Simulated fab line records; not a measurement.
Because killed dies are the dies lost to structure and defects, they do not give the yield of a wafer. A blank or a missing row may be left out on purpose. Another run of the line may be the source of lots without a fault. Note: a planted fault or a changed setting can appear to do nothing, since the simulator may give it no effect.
A single fault, viewed from 2 desks || flow gf180mcu || every desk sees just its own numbers, and what lay behind them comes last

## AT THE TOOL OWNER'S DESK: hdpcvd-01
The tool's own readings at GF_V4_CVD_00 (deposits SiO2, target thk 600 nm, time 100 s): means of the sampled wafers that have a number, for each lot that ran on this tool. If a lot's mean is further than 4 standard deviations from the usual mean, the lot is out of limits and carries the mark OUT (the distance appears in the brackets).
Columns: A = pressure mtorr at GF_V4_CVD_00, usual 6.000 mTorr; B = run length s at GF_V4_CVD_00, usual 128.0 s
{"lot": "L694", "first seen here": "day 23 11:59", "A": 5.992, "B": 127.3}
{"lot": "L696", "first seen here": "day 24 06:32", "A": 5.987, "B": 127.8}
{"lot": "L706", "first seen here": "day 27 16:37", "A": 6.003, "B": 127.7}
{"lot": "L707", "first seen here": "day 27 19:55", "A": 5.989, "B": 127.6}
Result from this desk: across the 4 lots, nothing is out of limits.

## AT THE METROLOGY DESK
Lot by lot, what the gauges showed, no matter which tool ran the lot: averages of those sampled wafers that carry a number. If a lot's mean is further than 4 standard deviations from the usual mean, the lot is out of limits and carries the mark OUT (the distance appears in the brackets).
Columns: A = V4_BOW at GF_V4_BOW_MEAS_05, usual 138 um; B = MIM_ALCU_THK at GF_MIM_THK_MEAS_11, usual 205.5 nm
{"lot": "L694", "first seen here": "day 23 12:33", "A": 141, "B": 206.9}
{"lot": "L696", "first seen here": "day 24 07:08", "A": 131, "B": 203.7}
{"lot": "L697", "first seen here": "day 24 13:37", "A": 132, "B": 206.6}
{"lot": "L698", "first seen here": "day 24 21:19", "A": 147, "B": 207.3}
{"lot": "L700", "first seen here": "day 25 17:43", "A": 132, "B": 205.1}
{"lot": "L706", "first seen here": "day 27 17:11", "A": 145, "B": 203.3}
{"lot": "L707", "first seen here": "day 27 20:30", "A": 138, "B": 206.5}
{"lot": "L711", "first seen here": "day 29 00:59", "A": 118, "B": "-"}
{"lot": "L712", "first seen here": "day 29 05:25", "A": 109, "B": "-"}
{"lot": "L714", "first seen here": "day 29 20:59", "A": 138, "B": 206.1}
{"lot": "L715", "first seen here": "day 29 22:34", "A": 131, "B": 206.8}
{"lot": "L717", "first seen here": "day 30 13:40", "A": 136, "B": 202.4}
Result from this desk: across the 12 lots, nothing is out of limits.

## PUT TOGETHER
The desk of the tool owner found nothing out of limits.
Metrology desk: nothing out of limits seen.

## WHAT WAS PUT IN BY THE SIMULATOR
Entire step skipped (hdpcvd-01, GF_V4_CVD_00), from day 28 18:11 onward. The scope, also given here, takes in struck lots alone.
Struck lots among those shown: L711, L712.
